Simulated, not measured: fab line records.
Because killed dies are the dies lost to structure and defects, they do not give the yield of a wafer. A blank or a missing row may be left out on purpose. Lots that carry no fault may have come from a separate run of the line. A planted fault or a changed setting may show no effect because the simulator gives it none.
Matching of chambers	flow sfq_line	rie_diel-02 running SFQ_TRILAYER_I7_VIA_BARC_OPEN_VIA_ETCH_260: 4 sister chambers
The step etches BARC in O2, target depth 125 nm, time 41.7 s. 14 wafers are shown with their chamber, then 7 later ones without.

== EACH WAFER AND ITS CHAMBER ==
wafer	chamber	drypump_motor_current_A (A)	oes_product_au (a.u.)	rf_fwd_power_W (W)
L504.1	3	5.7	0.688	493.4
L504.4	2	5.3	0.681	497.2
L504.5	3	5.7	0.680	492.6
L507.3	0	5.8	0.691	493.0
L507.4	3	5.7	0.681	495.1
L507.6	3	5.7	0.685	491.1
L511.1	3	5.7	0.685	493.2
L511.2	2	5.4	0.680	494.4
L511.6	2	5.4	0.687	492.8
L514.1	1	5.2	0.690	493.4
L514.5	1	5.2	0.686	495.1
L514.6	0	5.9	0.685	492.3
L517.1	3	5.7	0.688	493.2
L517.2	0	5.8	0.687	493.0

SIGNATURES (averages over the wafers above)
reading	chamber 0	chamber 1	chamber 2	chamber 3	scatter within a chamber
drypump_motor_current_A	5.833	5.200	5.367	5.700	0.0365
oes_product_au	0.68767	0.68800	0.68267	0.68450	0.00336
rf_fwd_power_W	492.767	494.250	494.800	493.100	1.42
Rule: for a wafer and a chamber, the distance is found by dividing, reading by reading, the gap between the wafer's reading and the chamber's mean by the reading's scatter, squaring, summing and taking the root. If the next closest chamber is less than 2 further off than the closest, the wafer can't be placed; otherwise it belongs to the closest. The scatter: take each reading less its chamber's mean, square it, sum over the shown wafers, divide by the number of wafers less the number of chambers, and take the root.

== WAFERS MISSING THEIR CHAMBER ==
wafer	drypump_motor_current_A (A)	oes_product_au (a.u.)	rf_fwd_power_W (W)
L517.3	5.2	0.686	496.1
L526.1	5.2	0.677	495.8
L526.2	5.4	0.681	495.8
L526.4	5.7	0.675	491.6
L527.1	5.3	0.686	497.7
L527.2	5.2	0.680	496.7
L527.5	5.3	0.690	498.2

== WHICH CHAMBER EACH WENT THROUGH ==
wafer	from the rows above	in truth
L517.3	1	1
L526.1	can't be placed: 1 or 2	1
L526.2	2	2
L526.4	3	3
L527.1	can't be placed: 2 or 1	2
L527.2	can't be placed: 1 or 2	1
L527.5	can't be placed: 2 or 1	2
Correct placement for 3 of the 7. Unplaceable from these rows: 4, with the true chamber sitting among the candidates in 4. Wrongly placed: 0.
